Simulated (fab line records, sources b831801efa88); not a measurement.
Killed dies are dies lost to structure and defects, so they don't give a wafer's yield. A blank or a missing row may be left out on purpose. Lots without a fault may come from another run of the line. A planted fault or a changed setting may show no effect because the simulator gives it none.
Which tool did it? | flow sky130 | 6 lots, 18 wafers sampled, at 4 steps of a route of 708

WHAT THE GAUGES READ, wafer by wafer
SKY_VIA4_THK_MEAS_01.
lot  | measured     | on            | VIA4_HDPCVD_THK (nm)
L354 | day 42 01:01 | film_metro-04 | 1721 1762 1743
L357 | day 43 00:18 | film_metro-04 | 1798 1783 1812
L359 | day 43 14:04 | film_metro-04 | 1734 1715 1739
L361 | day 44 02:08 | film_metro-04 | 1759 1719 1728
L363 | day 44 15:29 | film_metro-04 | 1722 1724 1695
L376 | day 47 17:08 | film_metro-03 | 1747 1771 1750

WHICH TOOL RAN EACH LOT (tool, then ch and the chambers of the sampled wafers, then the start)
lot  | SKY_VIA3_ETCH_14                   | SKY_CAP2M_SPUTTER_02         | SKY_VIA4_HDPCVD_00
L354 | rie_diel-04 ch 0,2, day 39 21:20   | pvd_sputter-04, day 39 22:55 | hdpcvd-02 ch 0,1,2, day 42 00:50
L357 | rie_diel-03 ch 0,1,3, day 40 21:20 | pvd_sputter-04, day 40 22:56 | hdpcvd-02 ch 0,2, day 43 00:07
L359 | rie_diel-02 ch 0,1,2, day 41 12:08 | pvd_sputter-02, day 41 13:46 | hdpcvd-01 ch 1,2, day 43 13:53
L361 | rie_diel-03 ch 1,2,3, day 42 00:45 | pvd_sputter-01, day 42 02:27 | hdpcvd-01 ch 0,1,2, day 44 02:01
L363 | rie_diel-04 ch 1,2,3, day 42 15:04 | pvd_sputter-02, day 42 16:42 | hdpcvd-01 ch 1,2, day 44 15:17
L376 | rie_diel-03 ch 0,3, day 45 21:37   | pvd_sputter-01, day 45 23:13 | hdpcvd-02 ch 0,1,2, day 47 16:58
- SKY_VIA3_ETCH_14: etches BARC in N2/H2, stops on SiO2, time 45.9 s, target depth 60 nm.
- SKY_CAP2M_SPUTTER_02: material TiN, target thk 200 nm, time 166.7 s.
- SKY_VIA4_HDPCVD_00: deposits SiO2, target thk 1750 nm, time 291.7 s.

THE ANSWER, worked out from the rows above alone
Rule: what is usual is taken from the lots themselves. Put in order of their means at a reading, lots are off if they are a third of the lots or fewer, leave a main group of 4 or more, and stand apart from it by a gap of 3 or more times the standard deviation of the main group's means; of several such gaps the widest counts. A main group whose means are all the same, to the digits that the tables above print for the reading, isn't used. A lot without any number at a reading at which 4 lots or more have one is off too. The other lots that the step has rows for count as sound.
No lot is off at any reading shown: from this, nothing can be told.

WHAT THE SIMULATOR HAD PUT IN
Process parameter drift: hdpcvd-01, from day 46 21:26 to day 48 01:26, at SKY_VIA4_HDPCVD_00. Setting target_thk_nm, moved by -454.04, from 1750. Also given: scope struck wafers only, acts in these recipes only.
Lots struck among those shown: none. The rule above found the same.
